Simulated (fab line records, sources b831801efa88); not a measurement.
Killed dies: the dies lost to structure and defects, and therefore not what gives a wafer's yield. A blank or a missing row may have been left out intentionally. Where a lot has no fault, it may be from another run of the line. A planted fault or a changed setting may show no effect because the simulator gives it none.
A lot that was struck, set against a sound lot || flow sfqLine || 21 out of 325 route steps
Sound: the wafers L591.1, L591.3, L591.5. Wafers L594.3, L594.5, L594.6 were the ones struck. The cause is given at the end.
Order at every step that has rows: each side's tool, ch and its chambers, its first start. Under that, the readings that differ: sound wafers || struck wafers || difference of the means || sigmas: that difference in standard deviations of wafers without a fault.
alike: readings with means less than 2 such deviations apart, plus words and numbers identical on both sides. not compared: withheld readings, readings lacking a value on some wafer, bounds such as >300 that could conceal the same value, and numbers that have no deviation in the record and whose values overlap.
The two part at a step that has a row with sigmas, a row that says differs or no value, or rows on one side only. Numbers that don't overlap but have no deviation are shown without sigmas and don't part them. Lack of a reading on every wafer of one side parts them only where that side has two or more wafers.

SFQ_TRILAYER_M5_ETCH_METAL_ETCH_126: etches Nb in Cl2/BCl3, stops on SiO2, time 203.2 s, target depth 265 nm.
  sound on rieMetal-04 ch 0,1, day 61 07:52; struck on rieMetal-03 ch 0,1, day 62 19:04
{"reading": "oesProductAu (a.u.)", "sound": "0.718 0.736 0.721", "struck": "0.742 0.735 0.740", "difference": "+0.014", "sigmas": "+2"}
  alike: chamberPressureMTorr, drypumpMotorCurrentA
  not compared: rfHoursCounterH
SFQ_TRILAYER_M5_STRIP_STRIP_127: strips in O2.
  sound on rieMetal-04 ch 0,1, day 61 08:04; struck on rieMetal-03 ch 0,1, day 62 19:23
  alike: chamberPressureMTorr, drypumpMotorCurrentA, oesProductAu
  not compared: rfHoursCounterH
then, 2 steps without rows for these wafers: SFQ_TRILAYER_M5_STRIP_SOLV_CLEAN_128 (cleans in NMP, time 600 s); SFQ_TRILAYER_A5B_DEP_PECVD_129 (deposits SiO2 from SiH4/N2O, time 133.33 s, target thk 600 nm).
SFQ_TRILAYER_A5B_CMP_CMP_130: polishes, stops on Nb, target thk 340.7 nm.
  sound on cmp-01 ch 1,2,3, day 61 13:47; struck on cmp-01 ch 0,1,3, day 63 00:08
  alike: motorCurrentA
following that, these wafers have no rows for 1 step: SFQ_TRILAYER_A5B_METRO_MEASURE_131.
SFQ_TRILAYER_R5_DEP_SPUTTER_132: material Ti, target thk 5 nm, time 5 s.
  sound on pvdSputter-03, day 61 17:29; struck on pvdSputter-05, day 63 03:20
  alike: basePressurePa, throttleValvePct
then, 2 steps without rows for these wafers: SFQ_TRILAYER_R5_DEP_SPUTTER_133 (material MoNx, target thk 40 nm, time 66.7 s); SFQ_TRILAYER_R5_DEP_SPUTTER_134 (material Ti, target thk 5 nm, time 5 s).
SFQ_R5_RS_MEAS_933: a four-point-probe measurement.
  sound on filmMetro-03, day 61 17:34; struck on filmMetro-03, day 63 03:28
{"reading": "R5_MONX_RS (ohm/sq)", "sound": "7.24 7.04 7.23", "struck": "7.04 6.92 7.02", "difference": -0.18, "sigmas": -2}
SFQ_R5_THK_MEAS_934: measures by xrf.
  sound on filmMetro-03, day 61 17:41; struck on filmMetro-03, day 63 03:34
{"reading": "R5_MONX_THK (nm)", "sound": "39.3 40.4 39.1", "struck": "40.4 41.1 40.9", "difference": "+1.2", "sigmas": "+2"}
then, 1 step without rows for these wafers: SFQ_TRILAYER_R5_LITHO_COAT_141 (resist thk 62 nm).
SFQ_TRILAYER_R5_LITHO_COAT_136: resist thk 600 nm.
  sound on lithoTrack-02 ch 0, day 61 18:03; struck on lithoTrack-01 ch 0, day 63 04:01
{"reading": "spinSpeedRpm (rpm)", "sound": "2999.3 3002.7 2997.8", "struck": "1986.4 1985.3 1984.3", "difference": -1014.6, "sigmas": "-99 or more"}
{"reading": "model.KrF_of_TRILAYER_R5_LITHO_COAT_136.thkNm (nm)", "sound": "600.6 600.9 599.1", "struck": "735.5 737.1 734.5", "difference": "+135.5", "sigmas": ""}
then, 4 steps without rows for these wafers: SFQ_TRILAYER_R5_LITHO_SOFTBAKE_140; SFQ_TRILAYER_R5_LITHO_EXPOSE_137 (exposes mask R5, target cd 500 nm); SFQ_TRILAYER_R5_LITHO_PEB_139 (peb time 60 s); SFQ_TRILAYER_R5_LITHO_DEVELOP_138 (time 60 s).
-- the record jumps here: 4 days lie between the struck wafers' starts before and after --
SFQ_R5_OVL_MEAS_935:
  sound on overlay-02, day 61 20:59; struck on overlay-02, day 67 05:58
  alike: R5_OVL
SFQ_TRILAYER_R5_BARC_OPEN_METAL_ETCH_177: etches BARC in O2, target depth 125 nm, time 41.7 s.
  sound on rieMetal-01 ch 0,1, day 61 21:01; struck on rieMetal-01 ch 0,1, day 67 06:01
{"reading": "model.R5.cdNm (nm)", "sound": "499.4 500.7 499", "struck": "504 503.4 503.7", "difference": "+4", "sigmas": ""}
  alike: chamberPressureMTorr, drypumpMotorCurrentA, oesProductAu
  not compared: rfHoursCounterH
SFQ_TRILAYER_R5_ETCH_METAL_ETCH_139: etches the open film in Cl2, stops on SiO2, target depth 60 nm, time 40 s.
  sound on rieMetal-01 ch 0,1, day 61 21:04; struck on rieMetal-01 ch 0,1, day 67 06:04
{"reading": "model.KrF_of_TRILAYER_R5_LITHO_COAT_136.thkNm (nm)", "sound": "497.1 497.1 498.1", "struck": "631.9 636.6 631.1", "difference": "+135.8", "sigmas": ""}
{"reading": "model.R5.cdNm (nm)", "sound": "499.3 500.5 499.3", "struck": "504.1 503.7 503.5", "difference": "+4.1", "sigmas": ""}
  alike: chamberPressureMTorr, drypumpMotorCurrentA, oesProductAu
  not compared: rfHoursCounterH
SFQ_TRILAYER_R5_STRIP_STRIP_140: strips in O2.
  sound on rieMetal-01 ch 0,1, day 61 21:08; struck on rieMetal-01 ch 0,1, day 67 06:18
  alike: chamberPressureMTorr, drypumpMotorCurrentA, oesProductAu
  not compared: rfHoursCounterH

## WHERE THEY PART
Earliest at SFQ_TRILAYER_M5_ETCH_METAL_ETCH_126; latest, in this record, at SFQ_TRILAYER_R5_LITHO_COAT_136. Later steps at which nothing parts them and some readings are alike: SFQ_R5_OVL_MEAS_935, SFQ_TRILAYER_R5_BARC_OPEN_METAL_ETCH_177, SFQ_TRILAYER_R5_ETCH_METAL_ETCH_139, SFQ_TRILAYER_R5_STRIP_STRIP_140.

WHY: what the simulator had put in
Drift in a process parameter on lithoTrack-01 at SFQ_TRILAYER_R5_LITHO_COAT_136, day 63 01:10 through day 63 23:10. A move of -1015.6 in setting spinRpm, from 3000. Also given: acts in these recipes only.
